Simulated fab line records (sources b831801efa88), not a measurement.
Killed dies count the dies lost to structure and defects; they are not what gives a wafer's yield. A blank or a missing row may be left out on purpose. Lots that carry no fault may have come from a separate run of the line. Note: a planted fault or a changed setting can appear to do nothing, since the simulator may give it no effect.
Matching of chambers ; flow sky130 ; 4 sister chambers for SKY_CONTACT_ETCH_17 on rieDiel-02
The step etches SiO2 in C4F8/O2/Ar, stops on Si3N4, target depth 340 nm. 8 wafers are shown with their chamber, then 10 later ones without.

WAFERS WITH THEIR CHAMBER
wafer;chamber;oesProductAu (a.u.)
L088.2;3;0.894
L088.5;2;0.886
L088.6;1;0.888
L091.1;1;0.895
L091.2;3;0.880
L091.5;0;0.896
L092.1;0;0.898
L092.3;2;0.885

WAFERS MISSING THEIR CHAMBER
wafer;oesProductAu (a.u.)
L092.6;0.892
L093.3;0.888
L093.5;0.894
L093.6;0.882
L095.1;0.885
L095.5;0.891
L095.6;0.892
L096.2;0.881
L096.4;0.895
L096.6;0.895

THE CHAMBER EACH PASSED THROUGH
wafer;from the rows above;in truth
L092.6;can't be placed: 1 or 0 or 3 or 2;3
L093.3;can't be placed: 3 or 2 or 1 or 0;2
L093.5;can't be placed: 1 or 0 or 3 or 2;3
L093.6;can't be placed: 2 or 3 or 1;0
L095.1;can't be placed: 2 or 3 or 1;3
L095.5;can't be placed: 1 or 3 or 2 or 0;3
L095.6;can't be placed: 1 or 0 or 3 or 2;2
L096.2;can't be placed: 2 or 3 or 1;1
L096.4;can't be placed: 0 or 1 or 3 or 2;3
L096.6;can't be placed: 0 or 1 or 3 or 2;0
Correctly placed: 0 of 10. Cannot be placed on the basis of these rows: 10; the candidates contain the true chamber in 9. Placed wrongly: 0.
How it was worked out, from the rows above alone: a wafer's distance from a chamber is the root of the sum, over the readings, of the square of ((its reading less the chamber's mean) divided by the reading's scatter). The wafer belongs to the nearest chamber; if the next one is less than 2 further off, it can't be placed. The mean given for a chamber averages the wafers shown for that chamber. How the scatter is found: for the shown wafers, subtract from each reading the mean of its chamber, square and add these, divide the total by (wafers less chambers), then take the root.
